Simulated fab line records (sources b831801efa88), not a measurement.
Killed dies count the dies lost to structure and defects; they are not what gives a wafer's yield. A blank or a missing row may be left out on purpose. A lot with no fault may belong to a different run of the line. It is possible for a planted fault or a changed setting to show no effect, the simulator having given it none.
Which tool did it? -- flow gf180mcu -- Sampling: 7 lots, 21 wafers, 2 of 602 route steps

WHAT EACH GAUGE READ, for each wafer
GF_MVSD_TW_MEAS_11.
lot,measured,on,MVSD_TW
L210,day 4 18:01,filmMetro-03,1606 1608 1594
L219,day 6 20:46,filmMetro-01,1611 1607 1608
L221,day 7 09:50,filmMetro-03,1592 1600 1601
L223,day 7 19:47,filmMetro-03,1607 1598 1597
L225,day 8 08:13,filmMetro-03,1598 1609 1608
L229,day 9 08:37,filmMetro-02,1603 1599 1596
L232,day 9 23:47,filmMetro-01,1595 1593 1599

EACH LOT AND THE TOOL THAT RAN IT (in order: tool; ch and the chambers of the sampled wafers; start)
lot,GF_MVSD_STRIP_10
L210,"plasmaAsher-03 ch 0,1, day 4 17:55"
L219,"plasmaAsher-03 ch 0,1, day 6 20:40"
L221,"plasmaAsher-01 ch 0,1, day 7 09:44"
L223,"plasmaAsher-04 ch 0, day 7 19:41"
L225,"plasmaAsher-04 ch 0,1, day 8 08:07"
L229,"plasmaAsher-01 ch 0,1, day 9 08:31"
L232,"plasmaAsher-03 ch 0,1, day 9 23:41"
- GF_MVSD_STRIP_10: strips in O2/N2.

THE ANSWER, worked out from the rows above alone
Rule: the usual values come from the lots themselves. Put in order of their means at a reading, lots are off if they are a third of the lots or fewer, leave a main group of 4 or more, and stand apart from it by a gap of 3 or more times the standard deviation of the main group's means; of several such gaps the widest counts. The tables above print the reading to a certain number of digits; a main group whose means all agree to those digits is not used. Also off: a lot with no number at a reading for which 4 or more lots have one. The other lots that the step has rows for count as sound.
No lot is off at any reading shown: from this, nothing can be told.

WHAT THE SIMULATOR HAD INSERTED
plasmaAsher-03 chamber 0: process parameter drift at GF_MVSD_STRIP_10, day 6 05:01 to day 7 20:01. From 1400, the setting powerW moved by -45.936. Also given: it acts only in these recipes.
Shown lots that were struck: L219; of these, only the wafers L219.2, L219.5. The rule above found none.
